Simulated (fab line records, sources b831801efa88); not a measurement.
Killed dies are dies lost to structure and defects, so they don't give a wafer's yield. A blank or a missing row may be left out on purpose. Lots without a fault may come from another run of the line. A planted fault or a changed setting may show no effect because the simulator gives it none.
A struck lot beside a sound one | flow sky130 | 14 steps out of a route of 708
Sound: wafers L379.2, L379.3, L379.6. Struck: wafers L389.3, L389.5, L389.6. The cause comes at the end.
At each step with rows: each side's tool, then ch and its chambers, then its first start. Under that, the readings that differ: sound wafers | struck wafers | difference of the means | sigmas: that difference in standard deviations of wafers without a fault.
alike: readings whose means differ by less than 2 such deviations, and words and numbers that are the same on both sides. not compared: withheld readings, readings that some wafer has no value for, bounds like >300 that may hide the same value, and numbers for which the record gives no deviation and whose values overlap.
The two part at a step that has a row with sigmas, a row that says differs or no value, or rows on one side only. Numbers that don't overlap but have no deviation are shown without sigmas and don't part them. A reading that every wafer of one side lacks parts them only if that side has two wafers or more.

first, 6 steps without rows for these wafers: SKY_LDD_N_HMDS_01 (prime time 60 s); SKY_LDD_N_COAT_02 (resist thk 300 nm); SKY_LDD_N_SOFTBAKE_03 (time 60 s); SKY_LDD_N_EXPOSE_04 (exposes mask NTM, target cd 840 nm); SKY_LDD_N_PEB_05; SKY_LDD_N_DEVELOP_06 (develop time 60 s).
SKY_LDD_N_OVL_MEAS_07:
  sound on overlay-01, day 17 13:19; struck on overlay-02, day 21 13:37
  alike: LDD_N_OVL
then, 5 steps without rows for these wafers: SKY_LDD_N_IMPLANT_08; SKY_LDD_N_IMPLANT_09; SKY_LDD_N_IMPLANT_10; SKY_LDD_N_IMPLANT_11; SKY_LDD_N_IMPLANT_12.
SKY_LDD_N_IMPLANT_13:
  sound on implanter-01 ch 0, day 17 14:07; struck on implanter-04, day 21 14:27
  no value came back on the struck wafers for beam_energy_keV, beam_on_s (s), rotation_deg (degrees); on the sound wafers beam_energy_keV reads 50.020 49.998 50.040
then, 1 step without rows for these wafers: SKY_LDD_N_IMPLANT_14.

WHERE THEY PART
Only at SKY_LDD_N_IMPLANT_13, within this record.

WHY: what the simulator had put in
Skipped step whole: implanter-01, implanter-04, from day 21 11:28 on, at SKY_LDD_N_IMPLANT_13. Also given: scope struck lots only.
